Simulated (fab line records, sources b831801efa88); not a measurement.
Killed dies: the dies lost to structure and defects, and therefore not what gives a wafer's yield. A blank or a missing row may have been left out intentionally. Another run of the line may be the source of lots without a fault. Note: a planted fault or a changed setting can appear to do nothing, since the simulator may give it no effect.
Matching of chambers :: flow gf180mcu :: pecvd-03 running GF_PASSIVATION_CVD_00: 3 sister chambers
The step deposits SiO2 from TEOS, target thk 1000 nm, time 111.95 s. 22 wafers are shown with their chamber, then 11 later ones without.

== EACH WAFER AND ITS CHAMBER ==
wafer: L074.1
chamber: 0
heater power w (W): 527
rf fwd power W (W): 599.4

wafer: L074.4
chamber: 2
heater power w (W): 747
rf fwd power W (W): 596.7

wafer: L074.5
chamber: 1
heater power w (W): 469
rf fwd power W (W): 597.3

wafer: L076.3
chamber: 0
heater power w (W): 531
rf fwd power W (W): 598.7

wafer: L076.4
chamber: 0
heater power w (W): 600
rf fwd power W (W): 597.9

wafer: L076.6
chamber: 2
heater power w (W): 777
rf fwd power W (W): 597.1

wafer: L075.1
chamber: 1
heater power w (W): 601
rf fwd power W (W): 599.2

wafer: L075.5
chamber: 2
heater power w (W): 645
rf fwd power W (W): 594.7

wafer: L075.6
chamber: 1
heater power w (W): 469
rf fwd power W (W): 597.2

wafer: L078.2
chamber: 0
heater power w (W): 629
rf fwd power W (W): 596.8

wafer: L078.4
chamber: 0
heater power w (W): 658
rf fwd power W (W): 598.0

wafer: L078.5
chamber: 1
heater power w (W): 468
rf fwd power W (W): 598.3

wafer: L079.1
chamber: 1
heater power w (W): 515
rf fwd power W (W): 598.2

wafer: L079.4
chamber: 0
heater power w (W): 517
rf fwd power W (W): 594.4

wafer: L079.6
chamber: 1
heater power w (W): 567
rf fwd power W (W): 594.4

wafer: L080.3
chamber: 2
heater power w (W): 723
rf fwd power W (W): 598.1

wafer: L080.4
chamber: 2
heater power w (W): 756
rf fwd power W (W): 598.9

wafer: L080.5
chamber: 1
heater power w (W): 580
rf fwd power W (W): 595.9

wafer: L086.3
chamber: 1
heater power w (W): 546
rf fwd power W (W): 597.8

wafer: L086.5
chamber: 2
heater power w (W): 734
rf fwd power W (W): 594.4

wafer: L086.6
chamber: 0
heater power w (W): 514
rf fwd power W (W): 596.5

wafer: L088.3
chamber: 1
heater power w (W): 515
rf fwd power W (W): 596.3

SIGNATURES (means of the wafers above)
reading: heater power w
chamber 0: 568.00
chamber 1: 525.56
chamber 2: 730.33
scatter within a chamber: 52.6

reading: rf fwd power W
chamber 0: 597.386
chamber 1: 597.178
chamber 2: 596.650
scatter within a chamber: 1.62
Rule: a wafer's distance from a chamber is the root of the sum, over the readings, of the square of ((its reading less the chamber's mean) divided by the reading's scatter). The wafer belongs to the nearest chamber; if the next one is less than 2 further off, it can't be placed. The scatter: take each reading less its chamber's mean, square it, sum over the shown wafers, divide by the number of wafers less the number of chambers, and take the root.

== WAFERS WHOSE CHAMBER IS MISSING ==
wafer: L088.4
heater power w (W): 779
rf fwd power W (W): 595.9

wafer: L088.6
heater power w (W): 564
rf fwd power W (W): 598.8

wafer: L092.3
heater power w (W): 553
rf fwd power W (W): 598.8

wafer: L092.4
heater power w (W): 741
rf fwd power W (W): 597.3

wafer: L092.6
heater power w (W): 474
rf fwd power W (W): 600.2

wafer: L094.1
heater power w (W): 569
rf fwd power W (W): 597.7

wafer: L094.3
heater power w (W): 649
rf fwd power W (W): 599.2

wafer: L094.5
heater power w (W): 518
rf fwd power W (W): 598.8

wafer: L097.1
heater power w (W): 781
rf fwd power W (W): 595.3

wafer: L097.2
heater power w (W): 663
rf fwd power W (W): 596.9

wafer: L097.4
heater power w (W): 527
rf fwd power W (W): 597.6

== WHICH CHAMBER EACH ONE RAN IN ==
wafer: L088.4
from the rows above: 2
in truth: 2

wafer: L088.6
from the rows above: can't be placed: 0 or 1
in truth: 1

wafer: L092.3
from the rows above: can't be placed: 0 or 1
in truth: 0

wafer: L092.4
from the rows above: 2
in truth: 2

wafer: L092.6
from the rows above: can't be placed: 1 or 0
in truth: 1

wafer: L094.1
from the rows above: can't be placed: 0 or 1
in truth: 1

wafer: L094.3
from the rows above: can't be placed: 0 or 2 or 1
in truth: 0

wafer: L094.5
from the rows above: can't be placed: 1 or 0
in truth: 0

wafer: L097.1
from the rows above: 2
in truth: 2

wafer: L097.2
from the rows above: can't be placed: 2 or 0 or 1
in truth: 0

wafer: L097.4
from the rows above: can't be placed: 1 or 0
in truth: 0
Placed correctly: 3 of 11. Not placeable from these rows: 8 (in 8, the candidates include the true chamber). Wrongly placed: 0.
